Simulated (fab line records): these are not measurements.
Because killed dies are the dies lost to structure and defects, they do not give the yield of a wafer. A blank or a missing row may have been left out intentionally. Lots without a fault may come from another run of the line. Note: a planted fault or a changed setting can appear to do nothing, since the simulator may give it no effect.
2 desks, one fault    flow gf180mcu    only its own numbers are on each desk; what lay behind them is given at the end

## TOOL OWNER'S DESK, pecvd-04
The tool's own readings at GF_PASSIVATION_CVD_00 (deposits SiO2 from TEOS, target thk 1000 nm, time 111.95 s): means of the sampled wafers that have a number, for each lot that ran on this tool. Marked OUT: a lot whose mean sits more than 4 standard deviations from the usual mean, which makes it out of limits; the brackets give that distance.
Columns: A = heater power w at GF_PASSIVATION_CVD_00, usual 710 W
lot   first seen here  A
L859  day 27 20:58     683
L862  day 28 22:28     730
L867  day 30 03:31     723
L868  day 30 13:40     747
L869  day 30 17:46     730
L877  day 33 13:43     674
L879  day 34 02:49     771
Result from this desk: across the 7 lots, nothing is out of limits.

## THE METROLOGY DESK
What the gauges read, lot by lot, whatever tool the lot ran on: means of the sampled wafers that have a number. Marked OUT: a lot whose mean sits more than 4 standard deviations from the usual mean, which makes it out of limits; the brackets give that distance.
Columns: A = TOP_METAL_ALCU_RS at GF_TOP_METAL_RS_MEAS_05, usual 0.0329 ohm/sq; B = PASSIVATION_CVD_00_THK at GF_PASSIVATION_THK_MEAS_01, usual 997 nm
lot   first seen here  A       B
L859  day 27 00:47     0.0331  984
L862  day 28 02:37     0.0328  996
L863  day 28 12:41     0.0336  995
L867  day 29 07:24     0.0328  1000
L868  day 29 18:30     0.0329  1002
L869  day 29 22:53     0.0334  1006
L871  day 30 20:35     0.0332  987
L872  day 30 23:26     0.0329  1001
L877  day 32 21:08     0.0321  758 (-18) OUT
L879  day 33 11:03     0.0329  931 (-5.1) OUT
L881  day 33 20:34     0.0320  1005
L882  day 33 21:10     0.0327  992
This desk's finding: out of limits on L877, L879; first on L877, day 33 13:49 (PASSIVATION_CVD_00_THK at GF_PASSIVATION_THK_MEAS_01). L859, L862, L863, L867, L868, L869, L871, L872, L881, L882 stayed within limits.

## BROUGHT TOGETHER
On L877, L879, the metrology desk was in a position to raise an alarm at day 33 13:49.
The desk of the tool owner found nothing out of limits.
The tool owner's desk has L877, L879 on record, within its limits.
Of the lots named, all ran GF_PASSIVATION_CVD_00 on pecvd-04.

## WHAT THE SIMULATOR PUT IN
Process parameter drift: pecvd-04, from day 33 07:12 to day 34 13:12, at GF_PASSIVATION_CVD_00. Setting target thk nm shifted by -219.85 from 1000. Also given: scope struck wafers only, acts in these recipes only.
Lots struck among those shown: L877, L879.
Time in hours between the start of the fault and the first out-of-limits reading at each desk: metrology desk, 7.
